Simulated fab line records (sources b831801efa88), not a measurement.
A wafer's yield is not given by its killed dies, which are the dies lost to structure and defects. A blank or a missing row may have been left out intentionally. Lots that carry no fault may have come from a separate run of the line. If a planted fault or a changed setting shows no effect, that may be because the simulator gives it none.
Problem report, 8D (eight disciplines) form, completed by code	flow sfq_line	the parts of the form that need people (team, actions taken, sign-off) are left out

## 1. PROBLEM STATEMENT
At SFQ_TRILAYER_C5_BARC_OPEN_VIA_ETCH_210, run_length_s averages 80.7 s over 3 wafers from 2 lots, while fault-free wafers read 70.1 s, standard deviation 0.39. That is +27 standard deviations from the usual mean.
The step: etches BARC in O2, target depth 125 nm, time 41.7 s.
First seen on wafer L681.4, day 71 19:50, on rie_diel-04. The record holds 42 wafers of 14 lots with a number at this step. By rule, "out" or "out of limits" means more than 4 standard deviations away from the usual mean. The other wafers with a number count as sound.

## 2. WHAT THIS IS AND IS NOT
question	is	is not
which readings at this step	run_length_s, oes_product_au	drypump_motor_current_A
which lots	L681, L684	L672, L673, L674, L675, L677, L678, L689, L690, L691, L692, L693, L695
which wafers of those lots	L681.4, L684.4, L684.5	L681.3, L681.6, L684.6
read on which tools	rie_diel-04	rie_diel-01, rie_diel-02
when	from day 71 19:50	up to then (20 sound wafers); but 19 sound wafers of L684, L689, L690, L691, L692, L693, L695 came after

## 3. WHAT RULES OUT EACH SUSPECT
Counting: any tool at a process step up to the reading remains a suspect provided it ran every lot that is out. Sound lots after the first of them don't rule it out here, since some wafers of a struck lot are sound.
- rie_diel-04 at SFQ_TRILAYER_C5_BARC_OPEN_VIA_ETCH_210 (etches BARC in O2, target depth 125 nm, time 41.7 s): kept. It ran every lot that is out, first L681 (day 71 19:50); its last sound lot up to then is L678 (day 71 15:27). Its own oes_product_au, run_length_s readings are out on those wafers.
Remaining after the count: rie_diel-04 at SFQ_TRILAYER_C5_BARC_OPEN_VIA_ETCH_210.

## 4. THE CAUSE (what the simulator had put in)
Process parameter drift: rie_diel-04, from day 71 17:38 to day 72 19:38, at SFQ_TRILAYER_C5_BARC_OPEN_VIA_ETCH_210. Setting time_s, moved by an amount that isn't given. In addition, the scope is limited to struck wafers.
After counting, this tool was the only one left.

## 5. SEQUENCE OF EFFECTS, ordered by route
Rows list readings where the struck wafers' mean (over those with a number) sits beyond 3 standard deviations from the usual. Only readings for which the record gives a usual standard deviation are gone through. hours: the time from each lot's start at the first step in this table that gives one to its start at this step, as a median over the lots. sigmas: the change in usual standard deviations.
hours	step	reading	usual	on struck wafers	change	sigmas
0	SFQ_TRILAYER_C5_BARC_OPEN_VIA_ETCH_210	oes_product_au	0.685 a.u.	0.625	-0.060	-12
0	SFQ_TRILAYER_C5_BARC_OPEN_VIA_ETCH_210	run_length_s	70.1 s	80.7	+10.6	+27
It contains these process steps:
- SFQ_TRILAYER_C5_BARC_OPEN_VIA_ETCH_210: etches BARC in O2, target depth 125 nm, time 41.7 s.

## 6. HOW IT WOULD HAVE BEEN CAUGHT EARLIER
In this record the first reading out of limits was taken at day 71 19:50, 2 hours after the fault began at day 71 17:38.
